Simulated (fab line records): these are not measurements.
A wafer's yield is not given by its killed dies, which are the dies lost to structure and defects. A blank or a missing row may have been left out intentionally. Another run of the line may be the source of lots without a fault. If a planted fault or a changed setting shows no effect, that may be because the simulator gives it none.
Which tool did it? + flow gf180mcu + 13 lots, 39 wafers sampled, at 5 steps of a route of 602

## WHAT THE GAUGES READ, wafer by wafer
GF_VT_IMPLANT_OVL_MEAS_18.
| lot  | measured     | on         | VT_IMPLANT_01_OVL (nm) |
|------|--------------|------------|------------------------|
| L800 | day 6 06:58  | overlay-01 | 2.1 0.5 -0.1           |
| L801 | day 6 12:48  | overlay-02 | -0.3 -0.2 0.3          |
| L802 | day 6 17:36  | overlay-02 | 1.5 0.4 -0.2           |
| L803 | day 7 03:28  | overlay-02 | 1.1 0.8 1.8            |
| L804 | day 7 10:00  | overlay-01 | 0.0 0.7 1.0            |
| L805 | day 7 12:39  | overlay-01 | -0.9 -0.6 0.3          |
| L806 | day 7 16:51  | overlay-01 | 1.3 0.3 1.1            |
| L807 | day 8 00:03  | overlay-02 | -3.7 -2.7 -3.3         |
| L808 | day 8 08:51  | overlay-02 | 1.6 1.5 0.1            |
| L813 | day 10 07:51 | overlay-01 | 0.5 -1.9 -0.6          |
| L815 | day 10 14:22 | overlay-01 | -1.2 0.3 1.1           |
| L819 | day 11 14:19 | overlay-01 | -0.6 -2.2 -1.9         |
| L820 | day 11 14:57 | overlay-02 | 1.2 0.8 0.4            |

GF_VT_IMPLANT_TW_MEAS_32.
| lot  | measured     | on           | VT_IMPLANT_3_TW   |
|------|--------------|--------------|-------------------|
| L800 | day 6 22:16  | filmMetro-04 | 271.3 268.9 271.0 |
| L801 | day 7 05:08  | filmMetro-03 | 270.6 270.3 268.7 |
| L802 | day 7 09:38  | filmMetro-01 | 273.8 274.6 273.3 |
| L803 | day 7 19:54  | filmMetro-04 | 269.6 269.9 269.2 |
| L804 | day 8 02:32  | filmMetro-03 | 271.2 270.8 271.9 |
| L805 | day 8 05:47  | filmMetro-03 | 271.3 271.0 271.2 |
| L806 | day 8 09:30  | filmMetro-03 | 270.8 269.9 271.9 |
| L807 | day 8 17:02  | filmMetro-03 | 271.3 271.2 271.3 |
| L808 | day 9 01:59  | filmMetro-03 | 270.5 270.5 270.2 |
| L813 | day 11 02:08 | filmMetro-04 | 267.0 269.2 267.8 |
| L815 | day 11 09:20 | filmMetro-03 | 270.9 270.9 271.3 |
| L819 | day 12 10:12 | filmMetro-01 | 269.5 270.2 269.8 |
| L820 | day 12 10:47 | filmMetro-01 | 270.2 269.4 268.5 |

GF_POLY_GATE_THK_MEAS_01.
| lot  | measured     | on           | POLY_GATE_CVD_00_THK (nm) |
|------|--------------|--------------|---------------------------|
| L800 | day 8 11:57  | filmMetro-03 | 200.1 200.9 199.8         |
| L801 | day 8 19:32  | filmMetro-04 | 200.2 200.2 198.2         |
| L802 | day 9 00:47  | filmMetro-03 | 201.4 200.3 202.4         |
| L803 | day 9 11:31  | filmMetro-04 | 196.7 196.9 196.6         |
| L804 | day 9 17:28  | filmMetro-04 | 201.4 199.9 201.6         |
| L805 | day 9 23:11  | filmMetro-03 | 199.8 197.8 199.3         |
| L806 | day 10 03:44 | filmMetro-04 | 198.8 197.6 197.8         |
| L807 | day 10 10:29 | filmMetro-03 | 200.6 200.4 201.6         |
| L808 | day 10 19:05 | filmMetro-02 | 196.3 197.2 195.8         |
| L813 | day 12 22:44 | filmMetro-04 | 222.8 223.2 222.6         |
| L815 | day 13 04:48 | filmMetro-04 | 218.4 219.9 220.0         |
| L819 | day 14 09:05 | filmMetro-02 | 199.8 200.0 201.7         |
| L820 | day 14 09:04 | filmMetro-03 | 198.4 198.2 199.0         |

GF_HV_LDD_CD_MEAS_19: the cd target is 400 nm.
| lot  | measured     | on       | cdNm (nm)         |
|------|--------------|----------|-------------------|
| L800 | day 10 18:44 | cdSem-01 | 396.7 395.6 396.7 |
| L801 | day 11 02:03 | cdSem-02 | 393.4 395.6 394.5 |
| L802 | day 11 08:24 | cdSem-02 | 399.3 401.6 398.1 |
| L803 | day 11 18:55 | cdSem-02 | 401.2 402.8 403.2 |
| L804 | day 12 02:20 | cdSem-01 | 402.2 401.6 401.7 |
| L805 | day 12 08:14 | cdSem-01 | 399.2 398.1 398.6 |
| L806 | day 12 13:24 | cdSem-02 | 401.5 402.2 401.9 |
| L807 | day 12 20:45 | cdSem-01 | 396.6 394.4 393.0 |
| L808 | day 13 06:42 | cdSem-02 | 400.6 402.5 402.1 |
| L813 | day 15 16:54 | cdSem-02 | 396.1 398.7 400.5 |
| L815 | day 15 23:49 | cdSem-01 | 395.0 397.7 398.1 |
| L819 | day 17 05:38 | cdSem-01 | 396.4 397.6 396.9 |
| L820 | day 17 04:32 | cdSem-01 | 400.0 402.3 400.2 |

## EACH LOT AND THE TOOL THAT RAN IT (in order: tool; ch and the chambers of the sampled wafers; start)
| lot  | GF_POLY_GATE_CVD_00         |
|------|-----------------------------|
| L800 | lpcvd-01 ch 1, day 8 10:36  |
| L801 | lpcvd-02 ch 1, day 8 18:13  |
| L802 | lpcvd-02 ch 1, day 8 23:28  |
| L803 | lpcvd-02 ch 0, day 9 09:30  |
| L804 | lpcvd-01 ch 0, day 9 16:08  |
| L805 | lpcvd-01 ch 1, day 9 21:52  |
| L806 | lpcvd-02 ch 0, day 10 02:23 |
| L807 | lpcvd-01 ch 1, day 10 09:10 |
| L808 | lpcvd-01 ch 0, day 10 17:45 |
| L813 | lpcvd-01 ch 1, day 12 21:24 |
| L815 | lpcvd-01 ch 0, day 13 03:27 |
| L819 | lpcvd-02 ch 1, day 14 07:43 |
| L820 | lpcvd-02 ch 1, day 14 07:43 |
- GF_POLY_GATE_CVD_00: deposits poly-Si, target thk 200 nm, time 1200 s.

## WHAT THE TOOLS THEMSELVES READ (means of the sampled wafers that have a number; where no wafer has one, the mark that the record gives instead)
GF_POLY_GATE_CVD_00.
| lot  | tool     | zonePowerCentrePct (%) | zonePowerLowerPct (%) |
|------|----------|------------------------|-----------------------|
| L800 | lpcvd-01 | 7.3                    | 9.63                  |
| L801 | lpcvd-02 | 8.5                    | 9.96                  |
| L802 | lpcvd-02 | 8.6                    | 9.95                  |
| L803 | lpcvd-02 | 9.6                    | 10.31                 |
| L804 | lpcvd-01 | 9.6                    | 9.84                  |
| L805 | lpcvd-01 | 7.3                    | 9.59                  |
| L806 | lpcvd-02 | 9.7                    | 10.26                 |
| L807 | lpcvd-01 | 7.4                    | 9.56                  |
| L808 | lpcvd-01 | 9.6                    | 9.71                  |
| L813 | lpcvd-01 | 7.3                    | 9.55                  |
| L815 | lpcvd-01 | 9.8                    | 9.75                  |
| L819 | lpcvd-02 | 8.6                    | 9.92                  |
| L820 | lpcvd-02 | 8.6                    | 9.89                  |

## THE ANSWER, worked out from the rows above alone
Rule: the usual values come from the lots themselves. The widest of any qualifying gaps counts: lots, ordered by their means at a reading, are off when they make up no more than a third of the lots, leave a main group of 4 or more, and stand apart from it by 3 or more times the standard deviation of that group's means. Not used: any main group whose means are identical at the precision the tables above print for the reading. A lot without any number at a reading at which 4 lots or more have one is off too. The other lots that the step has rows for count as sound. After the gauges, taken in route order, come the tools' own readings; for these a lot's mean is taken, as printed above. At the first step where some lot is off, the reading lying furthest off is the one used; lots without a number count as furthest.
Off: L813, L815, at GF_POLY_GATE_THK_MEAS_01 (POLY_GATE_CVD_00_THK). The main group has a mean of 199.3 nm with a standard deviation of 1.6.
If a tool, at a process step before that reading, ran all the lots that are off and no sound lot after the first of them, it fits. Gauges at GF_POLY_GATE_THK_MEAS_01: tried the same way as those tools. Undecided on this evidence; 2 tools fit (lpcvd-01 at GF_POLY_GATE_CVD_00, filmMetro-04 at GF_POLY_GATE_THK_MEAS_01).

## WHAT THE SIMULATOR PUT IN
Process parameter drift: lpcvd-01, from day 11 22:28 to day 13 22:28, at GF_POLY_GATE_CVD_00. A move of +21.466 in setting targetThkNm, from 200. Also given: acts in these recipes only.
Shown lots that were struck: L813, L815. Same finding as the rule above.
